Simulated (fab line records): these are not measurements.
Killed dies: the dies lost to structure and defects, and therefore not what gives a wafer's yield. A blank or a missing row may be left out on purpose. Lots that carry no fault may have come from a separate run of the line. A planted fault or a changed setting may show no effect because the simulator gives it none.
A struck lot beside a sound one	flow gf180mcu	17 steps out of a route of 602
Sound: wafers L941.1, L941.4, L941.5. Wafers struck: L951.1, L951.3, L951.6. The cause comes at the end.
Order at every step that has rows: each side's tool, ch and its chambers, its first start. Under that, the readings that differ: sound wafers	struck wafers	difference of the means	sigmas: that difference in standard deviations of wafers without a fault.
alike: readings whose means differ by less than 2 such deviations, and words and numbers that are the same on both sides. not compared: withheld readings, readings that some wafer has no value for, bounds like >300 that may hide the same value, and numbers for which the record gives no deviation and whose values overlap.
Wherever a step has rows on one side only, a row that says differs or no value, or a row with sigmas, the two part there. Numbers that don't overlap but have no deviation are shown without sigmas and don't part them. A reading that every wafer of one side lacks parts them only if that side has two wafers or more.

GF_V3_BOW_MEAS_05:
  sound: film_metro-03 at day 23 01:28; struck: film_metro-04 at day 26 16:24
  alike: V3_BOW
then, 8 steps without rows for these wafers: GF_V3_DEHYDRATE_06 (time 60 s); GF_V3_HMDS_07 (prime time 60 s); GF_V3_COAT_08; GF_V3_COAT_09 (resist thk 1000 nm); GF_V3_SOFTBAKE_10 (time 60 s); GF_V3_EXPOSE_11 (exposes mask Via3, target cd 260 nm); GF_V3_PEB_12 (peb time 90 s); GF_V3_DEVELOP_13 (develop time 60 s).
GF_V3_CD_MEAS_14: the cd target is 260 nm.
  sound: cd_sem-01 at day 24 00:53; struck: cd_sem-01 at day 27 13:24
  alike: cd_nm
GF_V3_OVL_MEAS_15:
  sound: overlay-02 at day 24 01:01; struck: overlay-01 at day 27 13:31
  alike: V3_OVL
GF_V3_ETCH_16: etches BARC in N2/H2.
  sound on rie_diel-01 ch 1,2, day 24 01:03; struck on rie_diel-03 ch 2,3, day 27 13:34
  alike: drypump_motor_current_A, oes_product_au, rf_fwd_power_W, throttle_valve_pct
GF_V3_ETCH_17: etches SiO2 in C4F8/O2/Ar, stops on TiN, target depth 635 nm.
  sound on rie_diel-01 ch 1,2, day 24 01:00; struck on rie_diel-03 ch 2,3, day 27 13:00
reading	sound	struck	difference	sigmas
rf_fwd_power_W (W)	1487 1492 1488	1730 1737 1734	+245	+54
model.TiN_of_M3_SPUTTER_04.thk_nm (nm)	49.6 48.83 49.43	47.52 46.45 47.73	-2.05	
  alike: oes_product_au
GF_V3_STRIP_18: strips in O2/N2.
  sound on plasma_asher-01 ch 0, day 24 01:11; struck on plasma_asher-01 ch 0,1, day 27 13:41
  alike: drypump_motor_current_A, heater_power_w, oes_product_au
  not compared: rf_hours_counter_h
GF_V3_STRIP_19: strips in post etch residue remover, time 1200 s.
  sound on wet_bench-02 ch 3, day 24 01:17; struck on wet_bench-04 ch 1, day 27 13:47
reading	sound	struck	difference	sigmas
model.TiN_of_M3_SPUTTER_04.thk_nm (nm)	49.18 48.41 49.02	47.11 46.04 47.32	-2.05	
  alike: temp_c
then, 2 steps without rows for these wafers: GF_V3_CLEAN_20 (cleans in DIW); GF_PASSIVATION_PROBE_99.

== WHERE THEY PART ==
Only at GF_V3_ETCH_17, within this record. Later steps at which nothing parts them and some readings are alike: GF_V3_STRIP_18, GF_V3_STRIP_19.

WHY: whatever the simulator had introduced
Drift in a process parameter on rie_diel-03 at GF_V3_ETCH_17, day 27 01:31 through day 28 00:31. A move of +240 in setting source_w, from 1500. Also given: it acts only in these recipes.
